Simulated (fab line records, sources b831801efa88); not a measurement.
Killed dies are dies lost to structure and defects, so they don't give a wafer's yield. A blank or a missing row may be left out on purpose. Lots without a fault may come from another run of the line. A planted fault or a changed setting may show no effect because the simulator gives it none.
fab line records | flow sky130
record lots=13 wafers=39 last_day=50
route steps=708 shown CAP2M@619 METAL5@661 PASSIVATION@681 PAD_OPEN@708
lots that met no fault: from a run of the same line without faults
start_h: hours from the record's first day to the start of the lot's first wafer shown | wait_h: hours since the lot's step before | " the same as in the row above | L1.1+2: a row that stands for several wafers | - no value, or no start given | * or withheld: withheld | < > ~ a bound
route shown NAME@n: a module of which the file shows steps, and the number in the route of the first | usual: mean/standard deviation of fault-free wafers | same: alike in all rows | chamber/n: place in a boat | sites: the reading at each site | _std_site: their standard deviation | _edge_site: outer sites' mean less inner sites' | radius_mm: how far each site lies from the wafer's centre | mask NAME#n: copy n | behind: the tool/chamber that last shaped the wafer | hold: why the lot was held/for how many hours/how that ended | device: the transistor (n, p or np) that didn't switch | end of line: the same wafers' tests at the end of the route | a step without rows: its recipe alone | killed: dies lost to structure and defects at the first sort, not the wafer's yield | map: a wafer's dies, x killed, . not, _ none there
set.NAME: the setting as run; set.NAME@STEP: as run at that earlier step | model.NAME: the simulator's own value behind a step, which no gauge read
steps of the route over a sample of lots; a table a step, a row a wafer
services: from which hour (start_h, from the record's first day; less than 0 if before it) a tool's chamber was out of use, for how many hours, and why
## steps
# step SKY_CAP2M_CLEAN_16
# recipe chemistry=IPA time_s=180 temp_c=25
# columns lot.wafer tool chamber start_h wait_h
L786.2+3+6 wet_bench-04 0 946.26 0.0
L791.2+3+4 wet_bench-02 0 1057.57 0.0
L792.1+3+4 wet_bench-02 3 1059.41 0.0
L796.3+4+6 wet_bench-02 1 1059.71 0.0
L795.2+3+4 wet_bench-04 2 1059.77 0.0
L799.3+4+6 wet_bench-04 3 1062.86 0.0
L798.1+3+4 wet_bench-03 2 1064.50 0.0
L801.1+4+5 wet_bench-02 3 1065.57 0.0
L803.1+3+4 wet_bench-03 3 1068.19 0.0
L804.2+5+6 wet_bench-04 0 1074.15 0.0
L805.1+3+6 wet_bench-04 1 1076.23 0.0
L806.1+4+5 wet_bench-03 2 1078.03 0.0
L807.2+4+5 wet_bench-03 3 1084.98 0.0
# step SKY_METAL5_SPUTTER_00
# recipe material=Ti target_thk_nm=15 power_w=3000 time_s=10 chamber_pressure_pa=0.4
# usual throttle_valve_pct=30.1/1.1
# columns lot.wafer tool chamber start_h wait_h throttle_valve_pct
L786.2 pvd_sputter-04 - 995.66 0.1 28.9
L786.3 " - " " 30.5
L786.6 " - " " 29.4
L791.2 pvd_sputter-03 - 1102.14 0.1 31.9
L791.3 " - " " 31.6
L791.4 " - " " 31.3
L792.1 pvd_sputter-03 - 1103.87 0.1 29.9
L792.3 " - " " 31.7
L792.4 " - " " 31.2
L795.2 pvd_sputter-04 - 1104.01 0.1 30.0
L795.3 " - " " 28.6
L795.4 " - " " 30.3
L796.3 pvd_sputter-03 - 1104.34 0.2 29.9
L796.4 " - " " 31.6
L796.6 " - " " 31.5
L799.3 pvd_sputter-03 - 1108.02 0.1 29.9
L799.4 " - " " 31.9
L799.6 " - " " 31.3
L801.1 pvd_sputter-01 - 1109.19 0.2 28.9
L801.4 " - " " 30.6
L801.5 " - " " 28.9
L798.1 pvd_sputter-04 - 1109.27 0.2 29.0
L798.3 " - " " 29.7
L798.4 " - " " 28.7
L803.1 pvd_sputter-01 - 1112.87 0.2 28.7
L803.3 " - " " 28.8
L803.4 " - " " 28.7
L804.2 pvd_sputter-04 - 1117.91 0.2 29.8
L804.5 " - " " 29.7
L804.6 " - " " 28.8
L805.1 pvd_sputter-03 - 1118.81 0.2 31.6
L805.3 " - " " 30.1
L805.6 " - " " 31.0
L806.1 pvd_sputter-04 - 1121.31 0.1 30.6
L806.4 " - " " 28.9
L806.5 " - " " 30.9
L807.2 pvd_sputter-03 - 1128.26 0.1 30.1
L807.4 " - " " 31.6
L807.5 " - " " 31.3
# step SKY_METAL5_SPUTTER_01
# recipe material=TiN target_thk_nm=20 power_w=6500 time_s=16.7 chamber_pressure_pa=0.4
# usual throttle_valve_pct=30.2/1.1
# columns lot.wafer tool chamber start_h wait_h throttle_valve_pct
L786.2 pvd_sputter-04 - 995.69 0.0 28.6
L786.3 " - " " 30.6
L786.6 " - " " 30.0
L791.2 pvd_sputter-03 - 1102.17 0.0 32.0
L791.3 " - " " 31.5
L791.4 " - " " 31.4
L792.1 pvd_sputter-03 - 1103.90 0.0 29.9
L792.3 " - " " 31.8
L792.4 " - " " 31.4
L795.2 pvd_sputter-04 - 1104.03 0.0 30.4
L795.3 " - " " 28.7
L795.4 " - " " 30.3
L796.3 pvd_sputter-03 - 1104.36 0.0 29.6
L796.4 " - " " 31.3
L796.6 " - " " 31.7
L799.3 pvd_sputter-03 - 1108.04 0.0 29.8
L799.4 " - " " 31.6
L799.6 " - " " 31.4
L801.1 pvd_sputter-01 - 1109.22 0.0 28.8
L801.4 " - " " 30.6
L801.5 " - " " 29.0
L798.1 pvd_sputter-04 - 1109.29 0.0 28.8
L798.3 " - " " 29.6
L798.4 " - " " 28.8
L803.1 pvd_sputter-01 - 1112.89 0.0 28.7
L803.3 " - " " 29.0
L803.4 " - " " 29.1
L804.2 pvd_sputter-04 - 1117.94 0.0 30.0
L804.5 " - " " 30.0
L804.6 " - " " 28.8
L805.1 pvd_sputter-03 - 1118.84 0.0 31.3
L805.3 " - " " 30.0
L805.6 " - " " 31.3
L806.1 pvd_sputter-04 - 1121.33 0.0 30.6
L806.4 " - " " 29.0
L806.5 " - " " 31.0
L807.2 pvd_sputter-03 - 1128.28 0.0 30.1
L807.4 " - " " 31.3
L807.5 " - " " 31.3
# step SKY_PASSIVATION_CVD_00
# recipe material=SiO2 target_thk_nm=90 temp_c=400 time_s=withheld rf_w=600
# usual heater_power_w=667/100
# columns lot.wafer tool chamber start_h wait_h heater_power_w
L786.2 pecvd-01 1 1019.78 0.0 673
L786.3 " 0 " " 789
L786.6 " 1 " " 661
L791.2 pecvd-02 0 1123.07 0.0 456
L791.3 " 1 " " 568
L791.4 " 1 " " 584
L792.1 pecvd-01 2 1124.45 0.0 727
L792.3 " 1 " " 633
L792.4 " 2 " " 718
L795.2 pecvd-02 1 1125.35 0.0 609
L795.3 " 0 " " 515
L795.4 " 2 " " 670
L796.3 pecvd-01 2 1125.38 0.0 789
L796.4 " 2 " " 646
L796.6 " 1 " " 544
L799.3 pecvd-01 0 1128.22 0.0 882
L799.4 " 2 " " 682
L799.6 " 0 " " 853
L801.1 pecvd-03 0 1130.37 0.0 591
L801.4 " 1 " " 664
L801.5 " 0 " " 577
L798.1 pecvd-02 1 1130.75 0.0 666
L798.3 " 2 " " 775
L798.4 " 0 " " 398
L803.1 pecvd-02 1 1133.96 0.0 732
L803.3 " 0 " " 429
L803.4 " 1 " " 732
L804.2 pecvd-03 2 1138.92 0.0 695
L804.5 " 2 " " 698
L804.6 " 0 " " 610
L805.1 pecvd-01 2 1140.78 0.0 686
L805.3 " 1 " " 619
L805.6 " 0 " " 818
L806.1 pecvd-01 0 1141.78 0.0 820
L806.4 " 1 " " 654
L806.5 " 0 " " 811
L807.2 pecvd-02 2 1149.86 0.0 707
L807.4 " 2 " " 729
L807.5 " 0 " " 492
# step SKY_PAD_OPEN_PROBE_99
# usual defect_limited_yield=82.8/2 killed_at_M0_to_M3=42/7.3 killed_at_M4_up=3.4/2 killed_at_contacts=24/5.8 killed_at_front_end=15/4.6 killed_at_other=0.3/0.62 killed_dies=84/9.8 killed_open=47/6.9 killed_short=38/6.3 sort_bin_3_pad_short=0.8/0.38 sort_bin_5_function=10.2/1.5 sort_bin_6_memory=6.2/1.1 sort_bin_8_speed=0.00/0.017 sort_n_pass=408/9.8 sort_yield_pct=82.8/2
# same gross_dies=492 killed_at_back_side=0 sort_bin_4_leakage[%]=0
# columns lot.wafer tool chamber start_h wait_h defect_limited_yield[%] killed_at_M0_to_M3 killed_at_M4_up killed_at_contacts killed_at_front_end killed_at_other killed_dies killed_open killed_short sort_bin_3_pad_short[%] sort_bin_5_function[%] sort_bin_6_memory[%] sort_bin_8_speed[%] sort_n_pass sort_yield_pct[%]
L786.2 prober-02 - 1064.25 0.1 81.3 57 1 24 9 1 92 53 39 1.0 9.6 8.1 0 400 81.3
L786.3 prober-02 - 1064.30 0.2 83.5 43 3 16 18 1 81 40 41 0.6 8.9 6.9 0 411 83.5
L786.6 prober-02 - 1064.45 0.2 84.6 37 3 26 10 0 76 41 35 1.0 8.1 6.3 0 416 84.6
L791.2 prober-01 - 1165.92 0.1 85.0 36 1 25 12 0 74 41 33 0.6 8.3 6.1 0 418 85.0
L791.3 prober-01 - 1165.97 0.2 81.3 40 6 26 19 1 92 48 44 0.6 12.0 6.1 0 400 81.3
L791.4 prober-01 - 1166.02 0.2 80.7 46 4 32 13 0 95 55 40 1.2 13.2 4.9 0 397 80.7
L792.1 prober-02 - 1168.20 0.1 86.4 33 3 21 10 0 67 35 32 0.8 6.5 6.3 0.20 424 86.2
L792.3 prober-02 - 1168.30 0.2 86.0 29 4 19 17 0 69 36 33 0.6 7.1 6.3 0 423 86.0
L792.4 prober-02 - 1168.35 0.2 83.3 36 2 17 27 0 82 40 42 1.2 8.1 7.3 0 410 83.3
L795.2 prober-01 - 1168.25 0.1 82.7 39 2 29 15 0 85 51 34 0.8 10.4 6.1 0 407 82.7
L795.3 prober-01 - 1168.30 0.2 85.8 32 3 29 6 0 70 38 32 0.6 8.1 5.5 0 422 85.8
L795.4 prober-01 - 1168.35 0.2 81.9 41 1 33 14 0 89 56 33 0.6 11.4 6.1 0 403 81.9
L796.3 prober-01 - 1168.97 0.2 82.3 39 0 24 13 11 87 49 28 1.2 10.4 6.1 0 405 82.3
L796.4 prober-01 - 1169.02 0.2 82.1 46 4 13 14 11 88 42 35 0.6 11.0 6.3 0 404 82.1
L796.6 prober-01 - 1169.12 0.2 79.7 45 4 25 17 9 100 44 47 1.4 13.4 5.5 0 392 79.7
L799.3 prober-02 - 1171.30 0.2 84.1 41 0 29 8 0 78 51 27 0.2 10.2 5.5 0 414 84.1
L799.4 prober-02 - 1171.35 0.2 83.3 49 1 19 13 0 82 46 36 1.2 9.1 6.3 0 410 83.3
L799.6 prober-02 - 1171.45 0.2 78.9 52 6 27 16 3 104 64 40 1.2 10.6 9.3 0 388 78.9
L801.1 prober-01 - 1172.57 0.1 78.7 60 1 30 14 0 105 55 50 0 12.2 9.1 0 387 78.7
L801.4 prober-01 - 1172.72 0.2 82.5 36 3 29 18 0 86 48 38 0.6 10.2 6.7 0 406 82.5
L801.5 prober-01 - 1172.77 0.2 81.7 43 2 27 17 1 90 46 44 0.8 10.6 6.9 0 402 81.7
L798.1 prober-02 - 1172.95 0.1 85.2 44 4 17 8 0 73 39 34 1.2 7.9 5.7 0 419 85.2
L798.3 prober-02 - 1173.05 0.2 81.9 41 5 21 22 0 89 55 34 1.2 12.0 4.9 0 403 81.9
L798.4 prober-02 - 1173.10 0.2 80.5 52 2 29 13 0 96 52 44 0.4 12.0 7.1 0 396 80.5
L803.1 prober-01 - 1177.07 0.1 79.5 49 6 35 11 0 101 59 42 1.0 10.4 9.1 0 391 79.5
L803.3 prober-01 - 1177.17 0.2 82.7 50 2 19 14 0 85 42 43 0.4 10.6 6.3 0 407 82.7
L803.4 prober-01 - 1177.22 0.2 80.5 44 2 25 25 0 96 59 37 0.6 12.2 6.7 0 396 80.5
L804.2 prober-02 - 1180.48 0.1 82.3 45 6 19 17 0 87 52 35 0.8 11.0 5.9 0 405 82.3
L804.5 prober-02 - 1180.63 0.2 82.7 54 6 23 2 0 85 47 38 0.6 11.6 5.1 0 407 82.7
L804.6 prober-02 - 1180.68 0.2 85.4 26 4 28 14 0 72 39 33 1.6 8.3 4.7 0 420 85.4
L805.1 prober-01 - 1181.82 0.1 85.8 27 5 28 10 0 70 34 36 0.6 7.5 6.1 0 422 85.8
L805.3 prober-01 - 1181.92 0.2 84.1 43 0 23 12 0 78 40 38 1.0 8.5 6.3 0 414 84.1
L805.6 prober-01 - 1182.07 0.2 81.7 43 4 30 13 0 90 56 34 0.6 10.6 7.1 0 402 81.7
L806.1 prober-02 - 1183.23 0.1 81.7 47 10 21 12 0 90 48 42 0.6 12.4 5.3 0 402 81.7
L806.4 prober-02 - 1183.38 0.2 84.8 43 7 16 9 0 75 51 24 0.4 11.4 3.5 0 417 84.8
L806.5 prober-02 - 1183.43 0.2 81.1 58 7 21 7 0 93 51 42 0.6 11.8 6.5 0 399 81.1
L807.2 prober-01 - 1189.06 0.1 83.5 43 3 22 13 0 81 45 36 0.8 10.6 5.1 0 411 83.5
L807.4 prober-01 - 1189.16 0.2 83.7 40 5 18 17 0 80 46 34 0.4 9.3 6.5 0 412 83.7
L807.5 prober-01 - 1189.21 0.2 80.3 47 2 27 19 2 97 61 36 0.6 12.4 6.7 0 395 80.3
# killed by level:class
L786.2 VIA3:geometric_particle:open=13 METAL1:geometric_particle:short=11 LI_CONTACT:geometric_particle:open=10 VIA1:geometric_particle:open=8 VIA2:geometric_particle:open=8 CONTACT:geometric_particle:short=5 LI_CONTACT:geometric_particle:short=4 METAL2:geometric_particle:short=4
L786.3 VIA1:geometric_particle:open=8 VIA3:geometric_particle:open=8 FIELD_ISO:geometric_particle:short=7 METAL2:geometric_particle:short=7 VIA2:geometric_particle:open=5 SPACER:geometric_particle:open=4 CONTACT:geometric_particle:short=4 VIA3:geometric_particle:short=4
L786.6 CONTACT:geometric_particle:open=10 LI_CONTACT:geometric_particle:open=7 METAL2:geometric_particle:short=7 VIA1:geometric_particle:open=7 VIA2:geometric_particle:open=6 FIELD_ISO:geometric_particle:short=4 VIA3:geometric_particle:open=4 VIA3:geometric_particle:short=4
L791.2 VIA1:geometric_particle:open=14 CONTACT:geometric_particle:open=6 LI_CONTACT:geometric_particle:open=6 METAL2:geometric_particle:short=6 CONTACT:geometric_particle:short=5 FIELD_ISO:geometric_particle:open=4 FIELD_ISO:geometric_particle:short=3 METAL1:geometric_particle:short=3
L791.3 CONTACT:geometric_particle:open=10 VIA1:geometric_particle:open=9 LI_CONTACT:geometric_particle:open=6 METAL1:geometric_particle:short=6 VIA1:geometric_particle:short=6 CONTACT:geometric_particle:short=5 FIELD_ISO:geometric_particle:short=4 POLY_GATE:geometric_particle:short=4
L791.4 VIA1:geometric_particle:open=11 CONTACT:geometric_particle:short=11 VIA3:geometric_particle:open=9 CONTACT:geometric_particle:open=7 LI_CONTACT:geometric_particle:open=6 VIA2:geometric_particle:open=5 FIELD_ISO:geometric_particle:open=4 POLY_GATE:geometric_particle:short=4
L792.1 METAL2:geometric_particle:short=7 CONTACT:geometric_particle:open=6 VIA1:geometric_particle:open=6 LI_CONTACT:geometric_particle:open=5 VIA2:geometric_particle:open=4 METAL3:geometric_particle:short=4 VIA3:geometric_particle:open=4 FIELD_ISO:geometric_particle:short=3
L795.2 CONTACT:geometric_particle:open=12 VIA1:geometric_particle:open=11 CONTACT:geometric_particle:short=6 VIA2:geometric_particle:open=6 FIELD_ISO:geometric_particle:open=5 VIA3:geometric_particle:open=5 VIA1:geometric_particle:short=5 LI_CONTACT:geometric_particle:short=4
L792.3 VIA1:geometric_particle:open=8 POLY_GATE:geometric_particle:short=6 CONTACT:geometric_particle:open=6 LOCAL_INTERCONNECT:geometric_particle:short=5 POLY_GATE:geometric_particle:open=4 VIA2:geometric_particle:open=4 LI_CONTACT:geometric_particle:open=3 VIA3:geometric_particle:open=3
L795.3 CONTACT:geometric_particle:open=12 CONTACT:geometric_particle:short=6 VIA1:geometric_particle:open=6 LI_CONTACT:geometric_particle:open=5 VIA2:geometric_particle:short=5 VIA2:geometric_particle:open=4 METAL2:geometric_particle:short=4 FIELD_ISO:geometric_particle:open=3
L792.4 POLY_GATE:geometric_particle:short=9 METAL1:geometric_particle:short=9 CONTACT:geometric_particle:open=8 VIA3:geometric_particle:open=8 VIA2:geometric_particle:open=5 FIELD_ISO:geometric_particle:short=4 FIELD_ISO:geometric_particle:open=4 POLY_GATE:geometric_particle:open=4
L795.4 LI_CONTACT:geometric_particle:open=9 VIA2:geometric_particle:open=9 CONTACT:geometric_particle:open=8 VIA1:geometric_particle:open=7 LOCAL_INTERCONNECT:geometric_particle:short=7 CONTACT:geometric_particle:short=5 METAL1:geometric_particle:short=5 VIA3:geometric_particle:open=5
L796.3 VIA1:geometric_particle:open=15 CAP2M:unspecified=10 CONTACT:geometric_particle:open=8 LI_CONTACT:geometric_particle:open=7 FIELD_ISO:geometric_particle:open=6 POLY_GATE:geometric_particle:open=5 LI_CONTACT:geometric_particle:short=4 VIA2:geometric_particle:open=4
L796.4 VIA1:geometric_particle:open=16 CAP2M:unspecified=11 VIA3:geometric_particle:open=5 FIELD_ISO:geometric_particle:open=4 LI_CONTACT:geometric_particle:open=4 LOCAL_INTERCONNECT:geometric_particle:short=4 VIA1:geometric_particle:short=4 VIA2:geometric_particle:short=4
L796.6 CAP2M:unspecified=9 FIELD_ISO:geometric_particle:open=7 LOCAL_INTERCONNECT:geometric_particle:short=7 METAL1:geometric_particle:short=7 VIA1:geometric_particle:open=7 VIA2:geometric_particle:open=7 CONTACT:geometric_particle:open=6 CONTACT:geometric_particle:short=6
L799.3 VIA1:geometric_particle:open=17 CONTACT:geometric_particle:open=12 LI_CONTACT:geometric_particle:open=9 VIA2:geometric_particle:open=5 FIELD_ISO:geometric_particle:short=4 VIA3:geometric_particle:open=4 VIA3:geometric_particle:short=4 LOCAL_INTERCONNECT:geometric_particle:short=3
L799.4 CONTACT:geometric_particle:open=10 VIA1:geometric_particle:open=7 FIELD_ISO:geometric_particle:open=6 VIA3:geometric_particle:open=6 METAL1:geometric_particle:short=6 METAL2:geometric_particle:short=6 LI_CONTACT:geometric_particle:open=5 VIA2:geometric_particle:open=5
L799.6 VIA1:geometric_particle:open=13 CONTACT:geometric_particle:open=11 METAL2:geometric_particle:short=9 LI_CONTACT:geometric_particle:open=7 VIA2:geometric_particle:open=6 POLY_GATE:geometric_particle:open=5 VIA3:geometric_particle:open=5 METAL1:geometric_particle:open=4
L801.1 CONTACT:geometric_particle:open=12 VIA1:geometric_particle:short=9 POLY_GATE:geometric_particle:open=8 CONTACT:geometric_particle:short=8 METAL1:geometric_particle:short=8 VIA1:geometric_particle:open=8 VIA3:geometric_particle:open=8 VIA2:geometric_particle:open=7
L801.4 LI_CONTACT:geometric_particle:open=10 VIA1:geometric_particle:open=10 CONTACT:geometric_particle:open=8 FIELD_ISO:geometric_particle:open=7 CONTACT:geometric_particle:short=7 FIELD_ISO:geometric_particle:short=6 METAL1:geometric_particle:short=6 VIA3:geometric_particle:open=5
L801.5 METAL1:geometric_particle:short=12 CONTACT:geometric_particle:open=9 LI_CONTACT:geometric_particle:open=8 VIA1:geometric_particle:short=6 VIA1:geometric_particle:open=5 FIELD_ISO:geometric_particle:open=4 POLY_GATE:geometric_particle:open=4 LOCAL_INTERCONNECT:geometric_particle:short=4
L798.1 VIA1:geometric_particle:open=8 CONTACT:geometric_particle:open=7 METAL2:geometric_particle:short=5 VIA2:geometric_particle:open=5 VIA3:geometric_particle:open=5 LI_CONTACT:geometric_particle:open=4 VIA1:geometric_particle:short=4 VIA2:geometric_particle:short=4
L798.3 VIA1:geometric_particle:open=11 CONTACT:geometric_particle:open=10 FIELD_ISO:geometric_particle:open=8 POLY_GATE:geometric_particle:open=5 METAL2:geometric_particle:short=5 VIA2:geometric_particle:open=5 VIA3:geometric_particle:open=5 FIELD_ISO:geometric_particle:short=4
L798.4 CONTACT:geometric_particle:open=10 VIA3:geometric_particle:open=9 LI_CONTACT:geometric_particle:open=8 VIA1:geometric_particle:open=7 VIA2:geometric_particle:open=7 METAL1:geometric_particle:short=7 VIA1:geometric_particle:short=6 METAL2:geometric_particle:short=6
L803.1 LI_CONTACT:geometric_particle:open=13 VIA1:geometric_particle:open=13 CONTACT:geometric_particle:open=8 CONTACT:geometric_particle:short=6 VIA2:geometric_particle:open=6 VIA3:geometric_particle:open=6 VIA3:geometric_particle:short=5 LOCAL_INTERCONNECT:geometric_particle:short=4
L803.3 VIA1:geometric_particle:open=12 VIA1:geometric_particle:short=9 VIA3:geometric_particle:open=7 LI_CONTACT:geometric_particle:open=5 VIA2:geometric_particle:open=5 METAL3:geometric_particle:short=5 CONTACT:geometric_particle:short=4 CONTACT:geometric_particle:open=4
L803.4 CONTACT:geometric_particle:open=12 VIA1:geometric_particle:open=11 VIA3:geometric_particle:open=9 FIELD_ISO:geometric_particle:open=8 VIA2:geometric_particle:open=6 FIELD_ISO:geometric_particle:short=6 METAL2:geometric_particle:short=6 POLY_GATE:geometric_particle:open=5
L804.2 VIA1:geometric_particle:open=15 CONTACT:geometric_particle:open=9 METAL1:geometric_particle:short=7 POLY_GATE:geometric_particle:short=6 LI_CONTACT:geometric_particle:open=6 VIA2:geometric_particle:open=6 POLY_GATE:geometric_particle:open=5 VIA1:geometric_particle:short=5
L804.5 VIA1:geometric_particle:short=13 VIA1:geometric_particle:open=12 VIA3:geometric_particle:open=12 LOCAL_INTERCONNECT:geometric_particle:short=9 LI_CONTACT:geometric_particle:open=6 CONTACT:geometric_particle:open=6 VIA2:geometric_particle:open=6 METAL4:geometric_particle:short=4
L804.6 VIA1:geometric_particle:open=8 CONTACT:geometric_particle:open=8 LI_CONTACT:geometric_particle:open=6 LOCAL_INTERCONNECT:geometric_particle:short=6 CONTACT:geometric_particle:short=5 POLY_GATE:geometric_particle:open=4 POLY_GATE:geometric_particle:short=4 VIA3:geometric_particle:open=4
L805.1 LI_CONTACT:geometric_particle:open=13 METAL1:geometric_particle:short=8 CONTACT:geometric_particle:open=6 CONTACT:geometric_particle:short=4 VIA2:geometric_particle:open=4 METAL4:geometric_particle:short=4 POLY_GATE:geometric_particle:short=3 LI_CONTACT:geometric_particle:short=3
L805.3 METAL1:geometric_particle:short=10 VIA1:geometric_particle:short=8 LI_CONTACT:geometric_particle:open=8 VIA3:geometric_particle:open=8 VIA1:geometric_particle:open=6 CONTACT:geometric_particle:open=6 CONTACT:geometric_particle:short=5 POLY_GATE:geometric_particle:open=4
L805.6 VIA1:geometric_particle:open=13 LI_CONTACT:geometric_particle:open=11 CONTACT:geometric_particle:open=11 METAL2:geometric_particle:short=8 VIA3:geometric_particle:open=6 VIA2:geometric_particle:open=5 FIELD_ISO:geometric_particle:short=4 LOCAL_INTERCONNECT:geometric_particle:short=4
L806.1 VIA1:geometric_particle:open=13 VIA3:geometric_particle:open=9 METAL4:geometric_particle:short=8 LI_CONTACT:geometric_particle:open=6 METAL2:geometric_particle:short=5 CONTACT:geometric_particle:open=5 METAL1:geometric_particle:short=5 VIA2:geometric_particle:open=5
L806.4 VIA1:geometric_particle:open=13 VIA2:geometric_particle:open=10 VIA3:geometric_particle:open=7 LI_CONTACT:geometric_particle:open=5 CONTACT:geometric_particle:open=5 FIELD_ISO:geometric_particle:open=4 CONTACT:geometric_particle:short=4 METAL2:geometric_particle:short=4
L806.5 VIA1:geometric_particle:short=10 VIA3:geometric_particle:open=9 VIA1:geometric_particle:open=7 VIA2:geometric_particle:open=7 LI_CONTACT:geometric_particle:open=6 METAL1:geometric_particle:short=6 CONTACT:geometric_particle:open=6 METAL2:geometric_particle:short=6
L807.2 VIA2:geometric_particle:open=10 VIA1:geometric_particle:open=8 FIELD_ISO:geometric_particle:open=6 LI_CONTACT:geometric_particle:open=6 LOCAL_INTERCONNECT:geometric_particle:short=5 CONTACT:geometric_particle:open=5 VIA3:geometric_particle:open=5 POLY_GATE:geometric_particle:short=4
L807.4 VIA1:geometric_particle:open=13 METAL2:geometric_particle:short=7 FIELD_ISO:geometric_particle:open=6 POLY_GATE:geometric_particle:open=5 CONTACT:geometric_particle:open=5 VIA3:geometric_particle:open=5 LI_CONTACT:geometric_particle:open=4 VIA1:geometric_particle:short=4
L807.5 CONTACT:geometric_particle:open=13 VIA2:geometric_particle:open=10 LI_CONTACT:geometric_particle:open=9 VIA3:geometric_particle:open=8 FIELD_ISO:geometric_particle:short=6 FIELD_ISO:geometric_particle:open=6 VIA1:geometric_particle:open=6 METAL2:geometric_particle:short=5
## services
# columns tool chamber start_h hours kind
pecvd-01 - 924.08 1.2 repair
pecvd-01 1 943.77 5.5 scheduled_down
pvd_sputter-03 - 946.46 7.9 repair
pvd_sputter-01 - 946.49 1.5 repair
pvd_sputter-04 3 963.41 - consumable_replace:kit
pvd_sputter-04 3 963.41 18.0 scheduled_down
pvd_sputter-04 3 963.41 18.0 vent_cycle
pvd_sputter-03 - 995.95 31.0 repair
pecvd-01 2 1002.67 5.6 repair
pecvd-03 0 1004.08 19.4 repair
pvd_sputter-04 - 1020.20 3.7 repair
pecvd-01 - 1041.14 1.3 repair
pvd_sputter-03 1 1045.05 - consumable_replace:kit
pvd_sputter-03 1 1045.05 18.0 scheduled_down
pvd_sputter-03 1 1045.05 18.0 vent_cycle
pecvd-03 - 1058.54 23.0 repair
pvd_sputter-04 2 1104.85 - consumable_replace:kit
pvd_sputter-04 2 1104.85 18.0 scheduled_down
pvd_sputter-04 2 1104.85 18.0 vent_cycle
pvd_sputter-01 - 1116.66 6.5 repair
wet_bench-04 - 1121.26 2.0 repair
pvd_sputter-03 0 1124.59 - consumable_replace:kit
pvd_sputter-03 0 1124.59 18.0 scheduled_down
pvd_sputter-03 0 1124.59 18.0 vent_cycle
## key
first_sign step=SKY_PAD_OPEN_PROBE_99 reading=killed_at_other direction=up sigmas=10 usual=0.3 struck=10.3
effect none on later readings
met_at SKY_CAP2M_CLEAN_16
struck_lots L796
struck_wafers L796.3,L796.4,L796.6
not_acting_at SKY_METAL5_SPUTTER_00,SKY_METAL5_SPUTTER_01,SKY_PASSIVATION_CVD_00
fault kind=chamber_particle_source tool=wet_bench-02 chamber=1 onset_h=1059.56 steps=SKY_CAP2M_CLEAN_16 rate_per_visit_cm2=0.43425 end_h=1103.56
